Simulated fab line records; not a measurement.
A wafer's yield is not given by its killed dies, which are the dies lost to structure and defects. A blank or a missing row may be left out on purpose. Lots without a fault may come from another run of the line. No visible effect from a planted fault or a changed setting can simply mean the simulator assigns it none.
Which tool did it?	flow gf180mcu	42 wafers from 14 lots sampled at 3 of the route's 602 steps

## WHAT EACH GAUGE READ, for each wafer
GF_V2_THK_MEAS_25: measures by xrf.
lot	measured	on	V2_W_THK (nm)
L569	day 20 20:48	film_metro-03	360 359 367
L571	day 21 12:32	film_metro-03	349 350 354
L574	day 22 04:38	film_metro-02	355 361 351
L575	day 22 17:10	film_metro-03	363 360 374
L576	day 23 07:21	film_metro-03	365 365 363
L578	day 23 16:04	film_metro-03	358 363 359
L579	day 23 19:13	film_metro-03	362 350 360
L580	day 24 10:20	film_metro-03	366 358 363
L586	day 26 08:11	film_metro-03	356 357 360
L587	day 26 12:32	film_metro-03	354 354 352
L588	day 26 23:29	film_metro-02	360 357 353
L590	day 27 08:43	film_metro-01	354 366 368
L591	day 27 15:05	film_metro-03	354 367 358
L592	day 27 22:53	film_metro-01	367 365 353

## WHICH TOOL RAN EACH LOT (tool, then ch and the chambers of the sampled wafers, then the start)
lot	GF_CONTACT_SOFTBAKE_10	GF_M2_SPUTTER_01
L569	litho_track-04 ch 0, day 16 03:00	pvd_sputter-01, day 18 16:44
L571	litho_track-03 ch 0, day 16 17:00	pvd_sputter-04, day 19 08:52
L574	litho_track-03 ch 0, day 17 10:00	pvd_sputter-03, day 20 03:14
L575	litho_track-03 ch 0, day 18 00:00	pvd_sputter-03, day 20 16:02
L576	litho_track-01 ch 0, day 18 13:00	pvd_sputter-03, day 21 05:58
L578	litho_track-03 ch 0, day 19 01:00	pvd_sputter-03, day 21 16:37
L579	litho_track-01 ch 0, day 19 01:00	pvd_sputter-03, day 21 19:23
L580	litho_track-03 ch 0, day 19 18:00	pvd_sputter-03, day 22 11:30
L586	litho_track-04 ch 0, day 21 23:00	pvd_sputter-03, day 24 11:26
L587	litho_track-03 ch 0, day 22 03:00	pvd_sputter-04, day 24 15:59
L588	litho_track-01 ch 0, day 22 16:00	pvd_sputter-04, day 25 03:38
L590	litho_track-03 ch 0, day 23 01:00	pvd_sputter-04, day 25 12:41
L591	litho_track-04 ch 0, day 23 07:00	pvd_sputter-01, day 25 18:44
L592	litho_track-04 ch 0, day 23 17:00	pvd_sputter-01, day 26 03:37
- GF_CONTACT_SOFTBAKE_10: time 60 s.
- GF_M2_SPUTTER_01: material TiN, target thk 30 nm, time 25 s.

## AS READ BY THE TOOLS THEMSELVES (means over the sampled wafers that have a number; for cases with no such wafer, the mark the record gives instead)
GF_CONTACT_SOFTBAKE_10.
lot	tool	heater_power_total_W (W)	run_length_s (s)
L569	litho_track-04	93.05	89.4
L571	litho_track-03	93.07	88.8
L574	litho_track-03	93.03	88.9
L575	litho_track-03	92.98	88.9
L576	litho_track-01	93.05	88.8
L578	litho_track-03	93.05	88.9
L579	litho_track-01	93.07	88.7
L580	litho_track-03	93.07	88.8
L586	litho_track-04	93.01	89.4
L587	litho_track-03	94.65	85.9
L588	litho_track-01	93.04	88.9
L590	litho_track-03	94.64	85.9
L591	litho_track-04	93.06	89.5
L592	litho_track-04	93.07	89.5

GF_M2_SPUTTER_01.
lot	tool	throttle_valve_pct (%)
L569	pvd_sputter-01	30.0
L571	pvd_sputter-04	28.3
L574	pvd_sputter-03	29.4
L575	pvd_sputter-03	29.5
L576	pvd_sputter-03	29.3
L578	pvd_sputter-03	30.1
L579	pvd_sputter-03	29.7
L580	pvd_sputter-03	30.0
L586	pvd_sputter-03	29.8
L587	pvd_sputter-04	30.7
L588	pvd_sputter-04	29.8
L590	pvd_sputter-04	29.8
L591	pvd_sputter-01	30.3
L592	pvd_sputter-01	30.5

## THE ANSWER, worked out from the rows above alone
Rule: what is usual is taken from the lots themselves. The widest of any qualifying gaps counts: lots, ordered by their means at a reading, are off when they make up no more than a third of the lots, leave a main group of 4 or more, and stand apart from it by 3 or more times the standard deviation of that group's means. A main group whose means are all the same, to the digits that the tables above print for the reading, isn't used. Also off: a lot with no number at a reading for which 4 or more lots have one. Any other lot the step has rows for is counted as sound. The gauges are gone through in route order, then the tools' own readings, and for those a lot's mean is taken as printed above. The first step at which some lot is off is used, and at that step the reading that is off furthest; a lot without a number counts as furthest.
Off at GF_CONTACT_SOFTBAKE_10 (heater_power_total_W): L587, L590. Mean 93.05 W and standard deviation 0.027 in the main group.
If a tool, at that step or one of the process steps before it, ran each lot that is off and ran no sound lot following the first of them, it fits. One fits: GF_CONTACT_SOFTBAKE_10 on litho_track-03. Its last sound lot is L580 (day 19 18:00), its first lot that is off L587 (day 22 03:00): a fault that began between those two fits.
The tool's own readings at GF_CONTACT_SOFTBAKE_10 bear it out: on the lots that are off they differ by more than 5 times the standard deviation of the sound lots' means. heater_power_total_W reads 94.65 W there against 93.05 W on the sound lots; run_length_s reads 85.9 s there against 89.0 s on the sound lots.

## WHAT THE SIMULATOR HAD PUT IN
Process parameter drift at GF_CONTACT_SOFTBAKE_10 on litho_track-03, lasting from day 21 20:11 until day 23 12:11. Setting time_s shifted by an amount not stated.
Shown lots that were struck: L587, L590. The rule above reached the same finding.
